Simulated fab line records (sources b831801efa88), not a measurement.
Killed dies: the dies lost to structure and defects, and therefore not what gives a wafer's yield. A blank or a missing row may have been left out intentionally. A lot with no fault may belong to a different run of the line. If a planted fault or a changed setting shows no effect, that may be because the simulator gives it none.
8D (eight disciplines) problem report, filled in by code :: flow sky130 :: the parts of the form that need people (team, actions taken, sign-off) are left out

## 1. PROBLEM STATEMENT
GATE_OXIDE_TW at SKY_GATE_OXIDE_TW_MEAS_14 reads a mean of 344.7 on 6 wafers of 2 lots; wafers without a fault read 223.0 with a standard deviation of 1.5. That is +81 standard deviations from the usual mean.
The first sign was on wafer L444.2 at day 19 21:25, on film-metro-01. The record holds 36 wafers of 12 lots with a number at this step. Rule for "out" (also "out of limits"): further than 4 standard deviations from the usual mean. The rest of the wafers with a number are treated as sound.

## 2. WHAT IT IS; WHAT IT IS NOT
question: which readings at this step
is: GATE_OXIDE_TW
is not: -

question: which lots
is: L444, L445
is not: L428, L429, L430, L431, L435, L436, L437, L438, L439, L451

question: which wafers of those lots
is: all that have a number
is not: -

question: read on which gauges
is: film-metro-01, film-metro-04
is not: film-metro-03

question: when
is: from day 19 21:25
is not: up to then (27 sound wafers); but 3 sound wafers of L451 came after

## 3. SUSPECTS, AND WHAT RULES EACH OUT
Counting: a tool at any process step up to the reading remains a suspect when it ran all the lots that are out and ran no sound lot after the first of those.
- the gauge at SKY_GATE_OXIDE_TW_MEAS_14 has been ruled out. 2 gauges (film-metro-01, film-metro-04) read the wafers that are out.
- implanter-01 at SKY_GATE_OXIDE_IMPLANT_11: kept. It processed each lot that is out, first L444 at day 19 21:05, and no sound lot thereafter; up to then, the last sound lot it processed was L439 at day 18 11:37. On those wafers its own readings are out: dose-ions-cm2, faraday-current-uA.
After counting, what remains is implanter-01 at SKY_GATE_OXIDE_IMPLANT_11.

## 4. THE CAUSE (what the simulator had put in)
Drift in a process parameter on implanter-01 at SKY_GATE_OXIDE_IMPLANT_11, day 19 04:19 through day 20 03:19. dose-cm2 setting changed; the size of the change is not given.
The count eliminated every tool but this one.

## 5. THE CHAIN OF EFFECTS, in route order
Each row: a reading whose mean over the struck wafers that have a number lies more than 3 standard deviations from the usual. Scope: only readings with a usual standard deviation given in the record; hours: median across lots of the time from each lot's start at the first step in this table that gives one to its start at this step; sigmas: change in usual standard deviations.
hours: 0
step: SKY_GATE_OXIDE_IMPLANT_11
reading: dose-ions-cm2
usual: 2.6e+12
on struck wafers: 1.1e+13
change: +8.7e+12
sigmas: +99 or more

hours: 0
step: SKY_GATE_OXIDE_IMPLANT_11
reading: faraday-current-uA
usual: 14.7
on struck wafers: 64.0
change: +49.2
sigmas: +99 or more

hours: 0
step: SKY_GATE_OXIDE_TW_MEAS_14
reading: GATE_OXIDE_TW
usual: 223.0
on struck wafers: 344.7
change: +121.7
sigmas: +81
Process steps it contains:
- SKY_GATE_OXIDE_IMPLANT_11
Later measuring or inspecting steps at which every struck wafer that the step has a row for has a number for every such reading, and none has moved that far: SKY_RES_PROTECT_TW_MEAS_08, SKY_POLY_GATE_OVL_MEAS_14.

## 6. WHAT WOULD HAVE CAUGHT IT SOONER
The first out-of-limits reading at a measuring or inspecting step in this record came at day 19 21:25, 17 hours after the fault's start at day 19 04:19.
The tool's own readings at SKY_GATE_OXIDE_IMPLANT_11 were out on every struck wafer that the step has a row for (dose-ions-cm2, faraday-current-uA): an alarm limit on them would have fired on the first of those.
L445, from the lots that are out (2), started SKY_GATE_OXIDE_IMPLANT_11 on implanter-01 later than day 19 21:25. A hold on the tool at that time would have spared it.
